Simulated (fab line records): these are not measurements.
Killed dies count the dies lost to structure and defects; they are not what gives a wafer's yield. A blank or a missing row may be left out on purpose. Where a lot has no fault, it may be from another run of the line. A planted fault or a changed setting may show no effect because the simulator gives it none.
Comparing a struck lot with a sound one :: flow sky130 :: 31 steps out of a route of 708
Sound: these wafers, L218.2, L218.5, L218.6. The struck wafers were L217.2, L217.3. Last of all comes the cause.
For every step that has rows: the tool of each side, followed by ch and its chambers, followed by its first start. Under that, the readings that differ: sound wafers :: struck wafers :: difference of the means :: sigmas: that difference in standard deviations of wafers without a fault.
alike: readings whose means differ by less than 2 such deviations, and words and numbers that are the same on both sides. not compared: withheld readings, readings that some wafer has no value for, bounds like >300 that may hide the same value, and numbers for which the record gives no deviation and whose values overlap.
A row with sigmas, a row that says differs or no value, or rows on one side alone: a step with any of these is where the two part. When numbers do not overlap yet have no deviation, they are printed without sigmas and do not part them. A reading missing from all wafers of one side parts the sides only when that side holds two or more wafers.

SKY_LI_CONTACT_OVL_MEAS_13:
  sound: overlay-02 at day 33 19:44; struck: overlay-01 at day 33 08:53
  alike: LI_CONTACT_OVL
SKY_LI_CONTACT_ETCH_14: etches BARC in N2/H2, stops on SiO2, time 45.9 s, target depth 60 nm.
  sound on rie_diel-03 ch 1,2,3, day 33 19:46; struck on rie_diel-02 ch 1,2, day 33 08:55
  alike: drypump_motor_current_A, oes_product_au, throttle_valve_pct
  not compared: rf_hours_counter_h
SKY_LI_CONTACT_ETCH_15: etches PSG in C4F8/O2/Ar, stops on Si, target depth 600 nm.
  sound on rie_diel-03 ch 1,2,3, day 33 19:49; struck on rie_diel-02 ch 1,2, day 33 08:58
  alike: oes_product_au
then, 5 steps without rows for these wafers: SKY_LI_CONTACT_STRIP_16 (strips in O2/N2); SKY_LI_CONTACT_CLEAN_17 (cleans in NMP, time 600 s); SKY_LI_CONTACT_PRE_CLEAN_18 (time 5.6 s); SKY_LI_CONTACT_SPUTTER_19 (material Ti, target thk 20 nm, time 106.37 s); SKY_LI_CONTACT_SPUTTER_20 (material TiN, target thk 20 nm, time 80 s).
SKY_LI_CONTACT_CVD_21: deposits W, target thk 400 nm, time 120.56 s.
  sound on cvd_w-02 ch 0,1, day 33 20:20; struck on cvd_w-01 ch 0,1, day 33 09:29
  alike: heater_power_w
SKY_LI_CONTACT_RS_MEAS_22: measures by four-point-probe.
  sound: film_metro-02 at day 33 20:29; struck: film_metro-03 at day 33 09:38
  alike: LI_CONTACT_W_RS
SKY_LI_CONTACT_THK_MEAS_23: measures by xrf.
  sound: film_metro-02 at day 33 20:35; struck: film_metro-03 at day 33 09:44
  alike: LI_CONTACT_W_THK
SKY_LI_CONTACT_CMP_24: polishes, stops on PSG, t overpolish 20 s, target thk 0 nm.
  sound on cmp-02 ch 0,1,3, day 33 20:47; struck on cmp-01 ch 0,3, day 33 09:50
  alike: motor_current_A, overpolish_run_s, time_to_endpoint_s
SKY_LOCAL_INTERCONNECT_SPUTTER_00: material TiN, target thk 100 nm, time 83.3 s.
  sound: pvd_sputter-02 at day 33 20:56; struck: pvd_sputter-04 at day 33 10:05
reading: model.TiN_of_LOCAL_INTERCONNECT_SPUTTER_00.thk_nm (nm)
sound: 100.9 100.2 99.19
struck: 89.46 91.57
difference: -9.58
sigmas: 
  alike: chamber_pressure_pa, throttle_valve_pct
SKY_LOCAL_INTERCONNECT_RS_MEAS_01: measures by four-point-probe.
  sound: film_metro-01 at day 33 21:01; struck: film_metro-04 at day 33 10:10
reading: LOCAL_INTERCONNECT_TIN_RS (ohm/sq)
sound: 14.04 14.11 14.33
struck: 15.90 15.51
difference: +1.54
sigmas: +8
SKY_LOCAL_INTERCONNECT_THK_MEAS_02: measures by xrf.
  sound: film_metro-01 at day 33 21:08; struck: film_metro-04 at day 33 10:17
reading: LOCAL_INTERCONNECT_TIN_THK (nm)
sound: 102.3 101.3 100.4
struck: 90.1 92.3
difference: -10.1
sigmas: -7
then, 8 steps without rows for these wafers: SKY_LOCAL_INTERCONNECT_DEHYDRATE_03 (time 60 s); SKY_LOCAL_INTERCONNECT_HMDS_04 (prime time 60 s); SKY_LOCAL_INTERCONNECT_COAT_05 (resist thk 60 nm); SKY_LOCAL_INTERCONNECT_COAT_06 (resist thk 450 nm); SKY_LOCAL_INTERCONNECT_SOFTBAKE_07 (time 90 s); SKY_LOCAL_INTERCONNECT_EXPOSE_08 (exposes mask LI1M, target cd 170 nm); SKY_LOCAL_INTERCONNECT_PEB_09; SKY_LOCAL_INTERCONNECT_DEVELOP_10 (develop time 60 s).
SKY_LOCAL_INTERCONNECT_CD_MEAS_11: target cd 170 nm.
  sound: cd_sem-02 at day 34 23:57; struck: cd_sem-01 at day 34 12:24
  alike: cd_nm
SKY_LOCAL_INTERCONNECT_OVL_MEAS_12:
  sound: overlay-01 at day 35 00:04; struck: overlay-01 at day 34 12:31
  alike: LOCAL_INTERCONNECT_OVL
then, 1 step without rows for these wafers: SKY_LOCAL_INTERCONNECT_ETCH_13 (etches BARC in N2/H2, stops on SiO2, time 45.9 s, target depth 60 nm).
SKY_LOCAL_INTERCONNECT_METAL_ETCH_14: etches TiN in Cl2/BCl3, stops on PSG, target depth 110 nm, time 31.4 s.
  sound on rie_metal-01 ch 0,1, day 35 00:09; struck on rie_metal-03 ch 0,1, day 34 12:36
reading: oes_product_au (a.u.)
sound: 0.946 0.939 0.941
struck: 0.884 0.892
difference: -0.054
sigmas: -6
  alike: drypump_motor_current_A, mfc_cl2_sccm, throttle_valve_pct
  not compared: rf_hours_counter_h
SKY_LOCAL_INTERCONNECT_STRIP_15: strips in O2/N2.
  sound on plasma_asher-03 ch 0,1, day 35 00:12; struck on plasma_asher-04 ch 0, day 34 12:39
  alike: drypump_motor_current_A, oes_product_au, strip_time_to_endpoint_s
  not compared: rf_hours_counter_h
SKY_LOCAL_INTERCONNECT_STRIP_16: strips in post etch residue remover, time 1200 s.
  sound on wet_bench-01 ch 1, day 35 00:18; struck on wet_bench-04 ch 3, day 34 12:45
reading: bath_heat_duty_pct (%)
sound: 16.4 17.4 17.2
struck: 14.5 14.0
difference: -2.8
sigmas: -2

reading: model.TiN_of_LOCAL_INTERCONNECT_SPUTTER_00.thk_nm (nm)
sound: 100.5 99.81 98.77
struck: 89.05 91.16
difference: -9.59
sigmas: 
then, 1 step without rows for these wafers: SKY_LOCAL_INTERCONNECT_CLEAN_17 (cleans in IPA, time 180 s).
-- record jumps: 14 days separate the struck wafers' starts on either side; left off in module LOCAL_INTERCONNECT, taken up again in module PAD_OPEN, whose first shown step is the route's number 708 --
SKY_PAD_OPEN_PROBE_99:
  sound: prober-01 at day 49 08:31; struck: prober-02 at day 49 00:14
reading: model.etest.res_li.line_ohm_um
sound: 74.39 73.97 76.75
struck: 86.26 84.32
difference: +10.25
sigmas: 

reading: model.etest.res_li.rs_ohm_sq
sound: 12.66 12.74 12.87
struck: 14.34 14.02
difference: +1.42
sigmas: 
  alike: killed_at_M0_to_M3, killed_at_M4_up, killed_at_contacts, killed_at_front_end, killed_at_other, killed_dies, killed_on_rim, killed_open, killed_short

## WHERE THEY PART
Earliest at SKY_LOCAL_INTERCONNECT_RS_MEAS_01; latest, in this record, at SKY_LOCAL_INTERCONNECT_STRIP_16. Later steps at which nothing parts them and some readings are alike: SKY_PAD_OPEN_PROBE_99.

WHY: whatever the simulator had introduced
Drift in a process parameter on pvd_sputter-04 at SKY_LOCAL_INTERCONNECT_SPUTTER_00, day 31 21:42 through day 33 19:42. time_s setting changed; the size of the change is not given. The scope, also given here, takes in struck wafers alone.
